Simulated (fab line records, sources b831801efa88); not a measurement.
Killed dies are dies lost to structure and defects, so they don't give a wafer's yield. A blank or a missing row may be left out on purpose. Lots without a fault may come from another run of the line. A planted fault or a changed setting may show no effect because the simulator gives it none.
A struck lot beside a sound one | flow sky130 | 15 steps out of a route of 708
Sound: wafers L134.2, L134.5, L134.6. Struck: wafers L144.1, L144.2, L144.4. The cause comes at the end.
At each step with rows: each side's tool, then ch and its chambers, then its first start. Under that, the readings that differ: sound wafers | struck wafers | difference of the means | sigmas: that difference in standard deviations of wafers without a fault.
alike: readings whose means differ by less than 2 such deviations, and words and numbers that are the same on both sides. not compared: withheld readings, readings that some wafer has no value for, bounds like >300 that may hide the same value, and numbers for which the record gives no deviation and whose values overlap.
The two part at a step that has a row with sigmas, a row that says differs or no value, or rows on one side only. Numbers that don't overlap but have no deviation are shown without sigmas and don't part them. A reading that every wafer of one side lacks parts them only if that side has two wafers or more.

SKY_METAL4_SPUTTER_04: material TiN, target thk 70 nm, time 58.3 s.
  sound on pvd_sputter-03, day 40 21:23; struck on pvd_sputter-01, day 43 21:23
  alike: throttle_valve_pct
SKY_CAP2M_CVD_00: deposits SiO2, target thk 15.5 nm.
  sound on pecvd-04 ch 0,1,2, day 40 21:26; struck on pecvd-03 ch 0,1,2, day 43 21:26
  alike: heater_power_w
SKY_CAP2M_THK_MEAS_01:
  sound on film_metro-01, day 40 21:28; struck on film_metro-01, day 43 21:28
  alike: CAP2M_CVD_00_THK
SKY_CAP2M_SPUTTER_02: material TiN, target thk 200 nm, time 166.7 s.
  sound on pvd_sputter-04, day 40 21:31; struck on pvd_sputter-04, day 43 21:31
  alike: throttle_valve_pct
SKY_CAP2M_RS_MEAS_03: measures by four-point-probe.
  sound on film_metro-01, day 40 21:38; struck on film_metro-03, day 43 21:38
  alike: CAP2M_TIN_RS
SKY_CAP2M_THK_MEAS_04: measures by xrf.
  sound on film_metro-01, day 40 21:45; struck on film_metro-03, day 43 21:45
  alike: CAP2M_TIN_THK
then, 6 steps without rows for these wafers: SKY_CAP2M_DEHYDRATE_05 (time 60 s); SKY_CAP2M_HMDS_06 (prime time 60 s); SKY_CAP2M_COAT_07 (resist thk 1140 nm); SKY_CAP2M_SOFTBAKE_08 (time 60 s); SKY_CAP2M_EXPOSE_09 (exposes mask CAP2M, target cd 1000 nm); SKY_CAP2M_PEB_10.
SKY_CAP2M_DEVELOP_11: develop time 60 s.
  sound on litho_track-03 ch 0, day 41 22:04; struck on litho_track-01 ch 0, day 44 20:17
  reading              | sound             | struck            | difference | sigmas
  developer_temp_C (C) | 23.06 23.15 23.19 | 22.10 22.02 22.02 | -1.09      | -10
  alike: resist_line_temp_C
SKY_CAP2M_OVL_MEAS_12:
  sound on overlay-02, day 41 22:11; struck on overlay-02, day 44 20:26
  alike: CAP2M_OVL
-- the record jumps here: 5 days lie between the struck wafers' starts before and after (it left off in module CAP2M and takes up again in module PAD_OPEN, whose first step shown is number 708 of the route) --
SKY_PAD_OPEN_PROBE_99:
  sound on prober-02, day 46 23:34; struck on prober-01, day 49 08:59
  alike: defect_limited_yield, killed_at_M0_to_M3, killed_at_M4_up, killed_at_contacts, killed_at_front_end, killed_at_other, killed_dies, killed_open, killed_short, sort_bin_3_pad_short, sort_bin_5_function, sort_bin_6_memory, sort_n_pass, sort_yield_pct

WHERE THEY PART
Only at SKY_CAP2M_DEVELOP_11, within this record. Later steps at which nothing parts them and some readings are alike: SKY_CAP2M_OVL_MEAS_12, SKY_PAD_OPEN_PROBE_99.

WHY: what the simulator had put in
Process parameter drift: litho_track-01, from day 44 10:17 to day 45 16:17, at SKY_CAP2M_DEVELOP_11. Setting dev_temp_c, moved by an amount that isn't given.
